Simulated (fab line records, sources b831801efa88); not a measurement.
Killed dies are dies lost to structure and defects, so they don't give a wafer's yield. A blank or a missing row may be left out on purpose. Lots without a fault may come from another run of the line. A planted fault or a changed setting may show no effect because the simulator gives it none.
Which tool did it? | flow sky130 | 11 lots, 33 wafers sampled, at 5 steps of a route of 708

WHAT THE GAUGES READ, wafer by wafer
SKY_VIA4_OVL_MEAS_11.
lot  | measured     | on         | VIA4_OVL (nm)
L279 | day 42 19:47 | overlay-01 | 0.8 1.0 0.6
L280 | day 43 02:10 | overlay-01 | 0.6 -0.7 -0.2
L281 | day 43 11:07 | overlay-02 | 1.1 1.1 1.7
L282 | day 43 20:12 | overlay-01 | 1.9 0.5 2.1
L284 | day 44 10:00 | overlay-02 | 3.8 2.0 1.6
L287 | day 45 05:34 | overlay-01 | 1.7 1.3 0.2
L290 | day 46 00:42 | overlay-01 | 1.2 2.1 0.9
L291 | day 46 11:07 | overlay-02 | 2.4 1.4 1.4
L294 | day 47 01:51 | overlay-02 | 0.2 1.3 2.4
L293 | day 47 03:44 | overlay-01 | 3.9 2.7 1.7
L298 | day 47 22:48 | overlay-02 | 0.4 1.0 1.2

SKY_VIA4_RS_MEAS_19: measures by four-point-probe.
lot  | measured     | on            | VIA4_W_RS (ohm/sq)
L279 | day 42 20:44 | film_metro-04 | 0.2224 0.2241 0.2239
L280 | day 43 03:13 | film_metro-01 | 0.2274 0.2269 0.2268
L281 | day 43 12:02 | film_metro-04 | 0.2223 0.2244 0.2237
L282 | day 43 21:08 | film_metro-02 | 0.2289 0.2295 0.2236
L284 | day 44 10:56 | film_metro-02 | 0.2281 0.2242 0.2289
L287 | day 45 06:31 | film_metro-04 | 0.2266 0.2295 0.2264
L290 | day 46 01:38 | film_metro-02 | 0.2348 0.2291 0.2334
L291 | day 46 12:07 | film_metro-04 | 0.2275 0.2277 0.2357
L294 | day 47 02:46 | film_metro-01 | 0.2277 0.2273 0.2262
L293 | day 47 04:40 | film_metro-04 | 0.2266 0.2322 0.2314
L298 | day 48 00:12 | film_metro-02 | 0.2312 0.2284 0.2285

WHICH TOOL RAN EACH LOT (tool, then ch and the chambers of the sampled wafers, then the start)
lot  | SKY_METAL3_DESCUM_15              | SKY_METAL3_ETCH_17                 | SKY_VIA4_CVD_18
L279 | rie_metal-04 ch 0,1, day 38 13:02 | rie_diel-03 ch 2,3, day 38 13:09   | cvd_w-01 ch 0,1, day 42 20:35
L280 | rie_metal-01 ch 1, day 38 20:06   | rie_diel-02 ch 1,2,3, day 38 20:22 | cvd_w-01 ch 0,1, day 43 03:04
L281 | rie_metal-04 ch 0,1, day 39 04:59 | rie_diel-04 ch 0,2,3, day 39 05:07 | cvd_w-02 ch 0,1, day 43 11:53
L282 | rie_metal-04 ch 0,1, day 39 16:07 | rie_diel-02 ch 2,3, day 39 16:15   | cvd_w-02 ch 0,1, day 43 20:58
L284 | rie_metal-01 ch 0,1, day 40 06:43 | rie_diel-02 ch 0,1,2, day 40 06:51 | cvd_w-01 ch 0,1, day 44 10:46
L287 | rie_metal-02 ch 0,1, day 41 04:40 | rie_diel-04 ch 2,3, day 41 04:48   | cvd_w-01 ch 0,1, day 45 06:22
L290 | rie_metal-04 ch 0,1, day 42 01:08 | rie_diel-03 ch 1,2,3, day 42 01:16 | cvd_w-02 ch 0,1, day 46 01:28
L291 | rie_metal-01 ch 0,1, day 42 15:01 | rie_diel-02 ch 0,1,2, day 42 15:11 | cvd_w-02 ch 0,1, day 46 11:57
L294 | rie_metal-01 ch 0,1, day 43 03:36 | rie_diel-04 ch 0,1, day 43 03:44   | cvd_w-01 ch 0, day 47 02:37
L293 | rie_metal-02 ch 0,1, day 43 07:23 | rie_diel-03 ch 0,1,3, day 43 07:31 | cvd_w-01 ch 0,1, day 47 04:29
L298 | rie_metal-01 ch 0,1, day 44 05:31 | rie_diel-02 ch 1,2,3, day 44 05:39 | cvd_w-01 ch 0,1, day 48 00:02
- SKY_METAL3_DESCUM_15: chemistry O2, time 8 s.
- SKY_METAL3_ETCH_17: etches SiO2 in C4F8/O2/Ar, stops on TiN, time 3.9 s, target depth 15 nm.
- SKY_VIA4_CVD_18: deposits W, target thk 505 nm, time 152.14 s.

WHAT THE TOOLS THEMSELVES READ (means of the sampled wafers that have a number; where no wafer has one, the mark that the record gives instead)
SKY_METAL3_DESCUM_15.
lot  | tool         | drypump_motor_current_A (A) | oes_product_au (a.u.)
L279 | rie_metal-04 | 5.8                         | 1.003
L280 | rie_metal-01 | 6.0                         | 1.003
L281 | rie_metal-04 | 5.8                         | 1.005
L282 | rie_metal-04 | 5.8                         | 1.017
L284 | rie_metal-01 | 5.4                         | 1.004
L287 | rie_metal-02 | 5.1                         | 1.002
L290 | rie_metal-04 | 5.8                         | 1.003
L291 | rie_metal-01 | 5.4                         | 1.002
L294 | rie_metal-01 | 5.7                         | 1.009
L293 | rie_metal-02 | 5.3                         | 0.995
L298 | rie_metal-01 | 5.4                         | 1.001

SKY_METAL3_ETCH_17.
lot  | tool        | oes_product_au (a.u.)
L279 | rie_diel-03 | 0.754
L280 | rie_diel-02 | 0.746
L281 | rie_diel-04 | 0.750
L282 | rie_diel-02 | 0.763
L284 | rie_diel-02 | 0.763
L287 | rie_diel-04 | 0.754
L290 | rie_diel-03 | 0.745
L291 | rie_diel-02 | 0.751
L294 | rie_diel-04 | 0.757
L293 | rie_diel-03 | 0.749
L298 | rie_diel-02 | 0.754

SKY_VIA4_CVD_18.
lot  | tool     | chamber_pressure_Torr (Torr) | heater_power_w (W) | susceptor_temp_C (C)
L279 | cvd_w-01 | 39.95                        | 852                | 399.79
L280 | cvd_w-01 | 40.14                        | 855                | 399.93
L281 | cvd_w-02 | 39.91                        | 789                | 399.84
L282 | cvd_w-02 | 39.98                        | 789                | 400.14
L284 | cvd_w-01 | 39.93                        | 831                | 400.25
L287 | cvd_w-01 | 40.04                        | 833                | 399.90
L290 | cvd_w-02 | 39.91                        | 789                | 398.12
L291 | cvd_w-02 | 40.06                        | 789                | 399.10
L294 | cvd_w-01 | 40.13                        | 863                | 399.87
L293 | cvd_w-01 | 39.98                        | 839                | 400.03
L298 | cvd_w-01 | 39.98                        | 841                | 399.99

THE ANSWER, worked out from the rows above alone
Rule: what is usual is taken from the lots themselves. Put in order of their means at a reading, lots are off if they are a third of the lots or fewer, leave a main group of 4 or more, and stand apart from it by a gap of 3 or more times the standard deviation of the main group's means; of several such gaps the widest counts. A main group whose means are all the same, to the digits that the tables above print for the reading, isn't used. A lot without any number at a reading at which 4 lots or more have one is off too. The other lots that the step has rows for count as sound. The gauges are gone through in route order, then the tools' own readings, and for those a lot's mean is taken as printed above. The first step at which some lot is off is used, and at that step the reading that is off furthest; a lot without a number counts as furthest.
Off: L290, L291, at SKY_VIA4_CVD_18 (susceptor_temp_C). The main group: mean 399.97 C, standard deviation 0.14.
A tool fits if, at that step or a process step before it, it ran every lot that is off, and no sound lot after the first of them. One fits: cvd_w-02 at SKY_VIA4_CVD_18. Its last sound lot is L282 (day 43 20:58), its first lot that is off L290 (day 46 01:28): a fault that began between those two fits.
The tool's own readings at SKY_VIA4_CVD_18 bear it out: on the lots that are off they differ by more than 5 times the standard deviation of the sound lots' means. susceptor_temp_C reads 398.61 C there against 399.97 C on the sound lots.

WHAT THE SIMULATOR HAD PUT IN
Process parameter drift: cvd_w-02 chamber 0, from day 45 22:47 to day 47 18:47, at SKY_VIA4_CVD_18. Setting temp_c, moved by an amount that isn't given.
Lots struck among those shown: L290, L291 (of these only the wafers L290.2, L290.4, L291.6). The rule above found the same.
